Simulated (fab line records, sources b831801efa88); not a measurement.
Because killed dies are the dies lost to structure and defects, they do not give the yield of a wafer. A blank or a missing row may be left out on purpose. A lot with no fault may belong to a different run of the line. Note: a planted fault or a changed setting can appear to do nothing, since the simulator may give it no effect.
Which of the tools did it? + flow gf180mcu + Sampling: 13 lots, 39 wafers, 5 of 602 route steps

== WHAT EACH GAUGE READ, for each wafer ==
GF_HV_LDD_OVL_MEAS_20.
| lot  | measured     | on         | HV_LDD_01_OVL (nm) |
|------|--------------|------------|--------------------|
| L551 | day 11 08:55 | overlay-01 | 3.6 1.9 -0.5       |
| L552 | day 11 14:04 | overlay-01 | 0.4 0.5 -0.1       |
| L554 | day 12 04:59 | overlay-01 | -0.3 0.2 0.6       |
| L556 | day 12 20:25 | overlay-02 | -1.4 -0.5 -1.5     |
| L557 | day 13 02:55 | overlay-02 | 0.6 -0.6 0.5       |
| L560 | day 14 03:33 | overlay-02 | -2.3 -1.7 -1.8     |
| L561 | day 14 06:07 | overlay-02 | -1.2 -2.2 -1.4     |
| L562 | day 14 21:07 | overlay-01 | 4.3 1.0 2.4        |
| L564 | day 15 08:06 | overlay-01 | 0.0 0.4 2.0        |
| L566 | day 16 02:37 | overlay-02 | 1.5 1.3 0.2        |
| L570 | day 17 07:13 | overlay-01 | 0.3 -1.6 1.6       |
| L572 | day 17 19:49 | overlay-01 | 1.2 1.6 1.6        |
| L574 | day 18 13:36 | overlay-02 | -0.3 -1.6 -1.2     |

GF_NSD_CD_MEAS_07 targets a cd of 400 nm.
| lot  | measured     | on        | cd nm (nm)        |
|------|--------------|-----------|-------------------|
| L551 | day 14 02:21 | cd sem-01 | 399.4 401.4 401.0 |
| L552 | day 14 07:29 | cd sem-02 | 401.6 401.8 400.4 |
| L554 | day 15 00:21 | cd sem-02 | 401.4 399.2 401.1 |
| L556 | day 15 17:18 | cd sem-02 | 402.5 403.9 403.5 |
| L557 | day 16 00:34 | cd sem-02 | 400.8 398.9 399.8 |
| L560 | day 17 01:22 | cd sem-02 | 390.0 388.5 389.1 |
| L561 | day 17 04:37 | cd sem-02 | 398.8 400.2 401.3 |
| L562 | day 17 22:53 | cd sem-01 | 389.4 387.2 386.8 |
| L564 | day 18 10:48 | cd sem-02 | 387.6 388.8 388.7 |
| L566 | day 19 06:18 | cd sem-01 | 391.4 392.4 391.7 |
| L570 | day 20 13:34 | cd sem-01 | 401.6 402.0 400.7 |
| L572 | day 21 01:51 | cd sem-01 | 403.0 402.8 402.8 |
| L574 | day 21 18:51 | cd sem-01 | 400.9 400.1 400.1 |

GF_NSD_TW_MEAS_12.
| lot  | measured     | on            | NSD_TW         |
|------|--------------|---------------|----------------|
| L551 | day 14 02:55 | film metro-01 | 4193 4194 4203 |
| L552 | day 14 08:04 | film metro-01 | 4202 4232 4229 |
| L554 | day 15 00:54 | film metro-02 | 4222 4210 4216 |
| L556 | day 15 18:28 | film metro-02 | 4235 4235 4215 |
| L557 | day 16 01:07 | film metro-01 | 4203 4167 4159 |
| L560 | day 17 01:55 | film metro-03 | 4202 4196 4209 |
| L561 | day 17 05:08 | film metro-03 | 4236 4232 4199 |
| L562 | day 17 23:26 | film metro-03 | 4236 4220 4241 |
| L564 | day 18 11:21 | film metro-01 | 4178 4199 4188 |
| L566 | day 19 06:50 | film metro-03 | 4199 4220 4216 |
| L570 | day 20 14:07 | film metro-02 | 4221 4200 4198 |
| L572 | day 21 02:25 | film metro-03 | 4191 4202 4200 |
| L574 | day 21 19:25 | film metro-01 | 4152 4171 4147 |

== TOOL THAT RAN EACH LOT (tool first, then ch and the chambers of the sampled wafers, then the start) ==
| lot  | GF_POLY_GATE_ETCH_13             | GF_NSD_EXPOSE_04                    |
|------|----------------------------------|-------------------------------------|
| L551 | rie si-02 ch 0,1,3, day 9 16:03  | iline stepper-01 ch 0, day 13 15:59 |
| L552 | rie si-02 ch 1,2, day 9 22:20    | iline stepper-02 ch 0, day 13 20:47 |
| L554 | rie si-02 ch 1,2,3, day 10 11:43 | iline stepper-02 ch 0, day 14 13:57 |
| L556 | rie si-01 ch 0,1,2, day 11 03:03 | iline stepper-02 ch 0, day 15 07:02 |
| L557 | rie si-02 ch 0,1,2, day 11 08:43 | iline stepper-01 ch 0, day 15 13:23 |
| L560 | rie si-01 ch 0,1, day 12 08:40   | iline stepper-01 ch 0, day 16 14:15 |
| L561 | rie si-01 ch 0,1,2, day 12 10:21 | iline stepper-02 ch 0, day 16 17:41 |
| L562 | rie si-02 ch 0,3, day 13 00:55   | iline stepper-01 ch 0, day 17 10:39 |
| L564 | rie si-02 ch 1,2, day 13 10:28   | iline stepper-01 ch 0, day 17 23:23 |
| L566 | rie si-02 ch 0,1,2, day 14 04:01 | iline stepper-01 ch 0, day 18 18:09 |
| L570 | rie si-01 ch 0,2,3, day 15 07:01 | iline stepper-02 ch 0, day 20 01:18 |
| L572 | rie si-01 ch 1,2, day 15 18:30   | iline stepper-02 ch 0, day 20 13:37 |
| L574 | rie si-02 ch 1,2,3, day 16 10:52 | iline stepper-02 ch 0, day 21 07:23 |
- GF_POLY_GATE_ETCH_13: etches poly-Si in HBr/Cl2, stops on SiO2, target depth 198.5 nm, time 69.6 s.
- GF_NSD_EXPOSE_04: exposes mask Nplus, target cd 400 nm.

== WHAT THE TOOLS THEMSELVES READ (means of the sampled wafers that have a number; where no wafer has one, the mark that the record gives instead) ==
GF_POLY_GATE_ETCH_13.
| lot  | tool      | drypump motor current A (A) | oes product au (a.u.) | throttle valve pct (%) |
|------|-----------|-----------------------------|-----------------------|------------------------|
| L551 | rie si-02 | 5.7                         | 0.989                 | 33.689                 |
| L552 | rie si-02 | 5.9                         | 0.986                 | 33.689                 |
| L554 | rie si-02 | 5.6                         | 0.992                 | 33.687                 |
| L556 | rie si-01 | 6.1                         | 0.992                 | 33.683                 |
| L557 | rie si-02 | 6.0                         | 0.989                 | 33.681                 |
| L560 | rie si-01 | 6.3                         | 1.003                 | 33.685                 |
| L561 | rie si-01 | 6.1                         | 0.994                 | 33.686                 |
| L562 | rie si-02 | 6.1                         | 1.010                 | 33.692                 |
| L564 | rie si-02 | 5.9                         | 0.988                 | 33.688                 |
| L566 | rie si-02 | 6.0                         | 0.993                 | 33.684                 |
| L570 | rie si-01 | 5.8                         | 0.989                 | 33.681                 |
| L572 | rie si-01 | 6.3                         | 0.993                 | 33.678                 |
| L574 | rie si-02 | 5.6                         | 0.993                 | 33.690                 |

GF_NSD_EXPOSE_04.
| lot  | tool             | exposure dose mJ cm2 | focus offset nm (nm) |
|------|------------------|----------------------|----------------------|
| L551 | iline stepper-01 | 142.4                | 0.3                  |
| L552 | iline stepper-02 | 143.8                | 0.6                  |
| L554 | iline stepper-02 | 143.9                | -0.3                 |
| L556 | iline stepper-02 | 143.8                | -0.1                 |
| L557 | iline stepper-01 | 142.2                | -0.1                 |
| L560 | iline stepper-01 | 135.2                | -0.8                 |
| L561 | iline stepper-02 | 143.8                | -0.5                 |
| L562 | iline stepper-01 | 136.7                | 0.7                  |
| L564 | iline stepper-01 | 137.7                | 0.3                  |
| L566 | iline stepper-01 | 138.7                | 0.4                  |
| L570 | iline stepper-02 | 144.0                | 0.4                  |
| L572 | iline stepper-02 | 143.9                | -0.3                 |
| L574 | iline stepper-02 | 143.7                | 0.6                  |

== THE ANSWER, worked out from the rows above alone ==
Rule: what is usual is taken from the lots themselves. Put in order of their means at a reading, lots are off if they are a third of the lots or fewer, leave a main group of 4 or more, and stand apart from it by a gap of 3 or more times the standard deviation of the main group's means; of several such gaps the widest counts. A main group whose means are all the same, to the digits that the tables above print for the reading, isn't used. Also off: a lot with no number at a reading for which 4 or more lots have one. Where the step has rows for the other lots, those lots are counted as sound. Order of review: gauges by route order, followed by the tools' own readings, for which a lot's mean as printed above is used. The first step at which some lot is off is used, and at that step the reading that is off furthest; a lot without a number counts as furthest.
Off: L560, L562, L564, L566 (GF_NSD_CD_MEAS_07, cd nm). For the main group the mean is 401.1 nm and the standard deviation 1.1.
If a tool, at a process step before that reading, ran all the lots that are off and no sound lot after the first of them, it fits. The gauges at GF_NSD_CD_MEAS_07 aren't tried: what is off there is off at GF_NSD_EXPOSE_04 too, on other tools, and a gauge's error can't cause that. One fits: GF_NSD_EXPOSE_04 on iline stepper-01. Its last sound lot is L557 (day 15 13:23), its first lot that is off L560 (day 16 14:15): a fault that began between those two fits.
On the lots that are off, the tool's own readings at GF_NSD_EXPOSE_04 differ by more than 5 times the standard deviation of the sound lots' means, which bears it out; exposure dose mJ cm2 reads 137.1 there versus 143.5 on the sound lots.

== WHAT THE SIMULATOR HAD PUT IN ==
Process parameters drifting: iline stepper-01 at GF_NSD_EXPOSE_04, beginning at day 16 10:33. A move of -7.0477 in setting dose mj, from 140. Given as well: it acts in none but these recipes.
Struck lots among those shown: L560, L562, L564, L566. The rule given above showed the same thing.
